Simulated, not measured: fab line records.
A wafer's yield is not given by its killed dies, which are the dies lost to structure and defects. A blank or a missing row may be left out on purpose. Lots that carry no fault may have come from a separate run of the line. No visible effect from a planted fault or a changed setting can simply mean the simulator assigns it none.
Which tool did it? -- flow gf180mcu -- 42 wafers from 14 lots sampled at 6 of the route's 602 steps

WHAT THE GAUGES SHOWED, per wafer
GF_HV_LDD_CD_MEAS_07 targets a cd of 400 nm. Usual: cdNm reads 399.8 nm (standard deviation 1.9).
lot,measured,on,cdNm (nm),flag
L674,day 10 00:30,cdSem-01,402.1 401.3 400.6,
L675,day 10 06:28,cdSem-01,398.8 398.9 402.1,
L676,day 10 13:42,cdSem-01,399.1 402.5 401.3,
L677,day 11 04:10,cdSem-02,398.8 402.8 400.0,
L678,day 11 14:26,cdSem-01,397.3 396.8 398.0,
L679,day 11 15:01,cdSem-01,398.3 400.2 400.0,
L681,day 12 07:50,cdSem-02,398.8 400.8 398.9,
L682,day 12 15:19,cdSem-02,403.2 405.9 405.8,
L683,day 12 23:32,cdSem-01,397.4 398.4 400.5,
L684,day 13 02:56,cdSem-02,397.2 398.4 396.4,
L685,day 13 06:46,cdSem-02,400.3 399.1 399.5,
L690,day 14 23:44,cdSem-01,399.5 398.0 398.4,
L695,day 16 15:16,cdSem-02,401.2 400.4 401.6,
L697,day 17 06:41,cdSem-02,399.4 401.5 398.2,

GF_HV_LDD_OVL_MEAS_20. Usual: HV_LDD_01_OVL 0.7 nm, standard deviation 1.3.
lot,measured,on,HV_LDD_01_OVL (nm),flag
L674,day 10 19:08,overlay-02,2.9 1.6 0.4,
L675,day 11 00:49,overlay-02,1.8 0.0 2.1,
L676,day 11 08:10,overlay-02,-1.7 -0.9 -0.7,
L677,day 11 23:36,overlay-01,0.9 0.1 1.4,
L678,day 12 08:59,overlay-02,-0.1 0.4 0.1,
L679,day 12 11:14,overlay-02,2.3 -1.0 -0.2,
L681,day 13 03:59,overlay-01,0.8 1.7 0.1,
L682,day 13 11:46,overlay-01,2.4 1.2 2.0,
L683,day 13 20:16,overlay-01,0.1 0.2 -0.6,
L684,day 13 23:34,overlay-02,3.0 0.0 1.3,
L685,day 14 04:07,overlay-01,-1.0 0.4 -0.5,
L690,day 15 21:43,overlay-02,2.1 0.3 0.1,
L695,day 17 14:34,overlay-02,0.7 1.7 1.5,
L697,day 18 06:39,overlay-01,1.2 0.2 0.6,

GF_HV_LDD_CD_MEAS_31 targets a cd of 400 nm. Usual: cdNm reads 400.5 nm (standard deviation 2.6).
lot,measured,on,cdNm (nm),flag
L674,day 11 14:24,cdSem-02,403.7 405.4 400.7,
L675,day 11 19:25,cdSem-01,401.2 403.2 404.3,
L676,day 12 03:13,cdSem-02,396.9 396.9 396.8,
L677,day 12 18:32,cdSem-02,400.1 399.0 399.1,
L678,day 13 04:33,cdSem-01,399.0 400.1 402.6,
L679,day 13 07:38,cdSem-01,401.2 401.1 400.5,
L681,day 14 00:14,cdSem-01,397.6 398.7 399.6,
L682,day 14 09:11,cdSem-02,404.2 405.5 404.0,
L683,day 14 17:00,cdSem-01,399.6 399.0 400.1,
L684,day 14 19:49,cdSem-02,399.8 400.2 400.1,
L685,day 15 00:36,cdSem-02,402.3 402.9 401.1,
L690,day 16 20:17,cdSem-02,401.7 403.2 403.4,
L695,day 18 13:26,cdSem-01,396.7 396.1 397.9,
L697,day 19 06:49,cdSem-01,399.1 397.1 401.2,

GF_PSD_TW_MEAS_11. Usual: PSD_TW 3202, standard deviation 18.
lot,measured,on,PSD_TW,flag
L674,day 14 08:19,filmMetro-01,3227 3217 3209,
L675,day 14 12:50,filmMetro-04,3197 3195 3192,
L676,day 14 20:59,filmMetro-04,3193 3195 3201,
L677,day 15 14:34,filmMetro-04,3195 3197 3190,
L678,day 16 00:02,filmMetro-03,3231 3208 3229,
L679,day 16 03:04,filmMetro-01,3188 3181 3178,
L681,day 16 22:00,filmMetro-04,3205 3198 3172,
L682,day 17 08:00,filmMetro-03,3233 3221 3226,
L683,day 17 16:21,filmMetro-01,3180 3194 3179,
L684,day 17 19:49,filmMetro-03,31 30 30,OFF
L685,day 18 00:52,filmMetro-03,30 30 30,OFF
L690,day 19 23:46,filmMetro-03,3191 3199 3203,
L695,day 21 17:55,filmMetro-01,3190 3185 3182,
L697,day 22 11:10,filmMetro-04,3190 3189 3192,

WHAT TOOL EACH LOT RAN ON (gives the tool, then ch and the chambers of the sampled wafers, and finally the start)
lot,GF_NSD_STRIP_11,GF_PSD_STRIP_10
L674,"plasmaAsher-01 ch 0,1, day 13 11:26","plasmaAsher-04 ch 0,1, day 14 08:13"
L675,"plasmaAsher-04 ch 0,1, day 13 15:43","plasmaAsher-02 ch 0,1, day 14 12:45"
L676,"plasmaAsher-01 ch 0, day 13 23:48","plasmaAsher-02 ch 0,1, day 14 20:52"
L677,"plasmaAsher-04 ch 0,1, day 14 16:32","plasmaAsher-04 ch 0,1, day 15 14:28"
L678,"plasmaAsher-04 ch 0,1, day 15 01:48","plasmaAsher-03 ch 0,1, day 15 23:55"
L679,"plasmaAsher-01 ch 0,1, day 15 05:27","plasmaAsher-02 ch 0,1, day 16 02:58"
L681,"plasmaAsher-04 ch 0,1, day 15 23:01","plasmaAsher-03 ch 0,1, day 16 21:54"
L682,"plasmaAsher-02 ch 0,1, day 16 08:50","plasmaAsher-02 ch 0,1, day 17 07:54"
L683,"plasmaAsher-02 ch 0,1, day 16 17:53","plasmaAsher-04 ch 0,1, day 17 16:15"
L684,"plasmaAsher-04 ch 0,1, day 16 20:34","plasmaAsher-03 ch 0,1, day 17 19:43"
L685,"plasmaAsher-04 ch 0,1, day 17 01:24","plasmaAsher-02 ch 0,1, day 18 00:46"
L690,"plasmaAsher-02 ch 0,1, day 18 23:36","plasmaAsher-04 ch 0,1, day 19 23:40"
L695,"plasmaAsher-01 ch 0,1, day 20 17:29","plasmaAsher-02 ch 0,1, day 21 17:48"
L697,"plasmaAsher-01 ch 0,1, day 21 11:15","plasmaAsher-02 ch 0,1, day 22 11:04"
- GF_NSD_STRIP_11: strips in O2/N2.
- GF_PSD_STRIP_10: strips in O2/N2.

WHAT THE TOOLS THEMSELVES READ (means of the sampled wafers that have a number; where no wafer has one, the mark that the record gives instead)
GF_NSD_STRIP_11. Usual: chamberPressureMTorr 1500.1 mTorr, standard deviation 1.5; drypumpMotorCurrentA 6.0 A, standard deviation 0.51; heaterPowerW 343 W, standard deviation 27; o2FlowSccm 2999 sccm, standard deviation 8.6; oesProductAu 0.487 a.u., standard deviation 0.0044; stripTimeToEndpointS 22.96 s, standard deviation 0.037.
lot,tool,chamberPressureMTorr (mTorr),drypumpMotorCurrentA (A),heaterPowerW (W),o2FlowSccm (sccm),oesProductAu (a.u.),stripTimeToEndpointS (s),flag
L674,plasmaAsher-01,1499.6,6.1,317,3003,0.490,23.00,
L675,plasmaAsher-04,1499.8,5.8,355,3009,0.486,22.94,
L676,plasmaAsher-01,1499.2,6.8,350,2994,0.483,22.93,
L677,plasmaAsher-04,1499.5,6.1,357,3001,0.480,22.94,
L678,plasmaAsher-04,1501.3,6.1,358,3001,0.487,22.90,
L679,plasmaAsher-01,1498.8,6.4,333,2997,0.488,22.94,
L681,plasmaAsher-04,1500.3,5.8,352,3005,0.486,22.97,
L682,plasmaAsher-02,1501.5,5.5,360,3000,0.487,22.95,
L683,plasmaAsher-02,1500.9,5.7,339,2989,0.487,23.00,
L684,plasmaAsher-04,-,-,-,-,-,-,OFF
L685,plasmaAsher-04,-,-,-,-,-,-,OFF
L690,plasmaAsher-02,1502.7,5.6,353,3003,0.486,22.98,
L695,plasmaAsher-01,1499.5,6.5,334,2996,0.484,22.96,
L697,plasmaAsher-01,1499.9,6.1,312,2997,0.490,23.03,

GF_PSD_STRIP_10. Usual: chamberPressureMTorr 1500.0 mTorr, standard deviation 1.3; drypumpMotorCurrentA 5.8 A, standard deviation 0.33; heaterPowerW 338 W, standard deviation 27; o2FlowSccm 3001 sccm, standard deviation 7.6; oesProductAu 0.592 a.u., standard deviation 0.0044; stripTimeToEndpointS 16.53 s, standard deviation 0.042.
lot,tool,chamberPressureMTorr (mTorr),drypumpMotorCurrentA (A),heaterPowerW (W),o2FlowSccm (sccm),oesProductAu (a.u.),stripTimeToEndpointS (s),flag
L674,plasmaAsher-04,1500.8,6.1,351,3005,0.596,16.51,
L675,plasmaAsher-02,1500.0,5.7,340,3006,0.595,16.55,
L676,plasmaAsher-02,1500.3,5.7,344,3001,0.596,16.58,
L677,plasmaAsher-04,1500.9,5.8,351,2995,0.594,16.44,
L678,plasmaAsher-03,1500.1,5.9,302,2999,0.589,16.51,
L679,plasmaAsher-02,1499.7,5.6,354,2997,0.591,16.59,
L681,plasmaAsher-03,1500.0,6.0,314,2999,0.593,16.51,
L682,plasmaAsher-02,1500.9,5.5,350,2998,0.593,16.47,
L683,plasmaAsher-04,1498.9,5.8,352,3004,0.592,16.50,
L684,plasmaAsher-03,1499.7,5.9,294,2991,0.660,31.44,OFF
L685,plasmaAsher-02,1501.7,5.7,340,3003,0.655,31.52,OFF
L690,plasmaAsher-04,1499.6,6.0,359,3002,0.601,16.56,
L695,plasmaAsher-02,1500.4,5.7,347,3002,0.595,16.55,
L697,plasmaAsher-02,1501.6,5.7,339,3003,0.594,16.52,

THE ANSWER, worked out from the rows above alone
Rule: lot off if the mean of its wafers having a number is beyond 3 standard deviations from the usual mean. A lot without any number at a reading at which 4 lots or more have one is off too. Where the step has rows for the other lots, those lots are counted as sound. The gauges are gone through in route order, then the tools' own readings, and for those a lot's mean is taken as printed above. The first step at which some lot is off is used, and at that step the reading that is off furthest; a lot without a number counts as furthest.
Off: L684, L685, seen at GF_PSD_TW_MEAS_11 (PSD_TW).
A tool fits if, at a process step before that reading, it ran every lot that is off, and no sound lot after the first of them. The gauges at GF_PSD_TW_MEAS_11 aren't tried: what is off there is off at GF_NSD_STRIP_11 too, on other tools, and a gauge's error can't cause that. One fits: GF_NSD_STRIP_11 on plasmaAsher-04. Its last sound lot is L681 (day 15 23:01), its first lot that is off L684 (day 16 20:34): a fault that began between those two fits.
Blank at GF_NSD_STRIP_11 on the lots that are off, where sound lots have numbers: chamberPressureMTorr, drypumpMotorCurrentA, heaterPowerW, o2FlowSccm, oesProductAu, stripTimeToEndpointS.

WHAT HAD BEEN PUT IN BY THE SIMULATOR
At GF_NSD_STRIP_11, the step was skipped entirely on plasmaAsher-04 from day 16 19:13 on. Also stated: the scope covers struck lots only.
Struck lots among those shown: L684, L685. Same finding as the rule above.
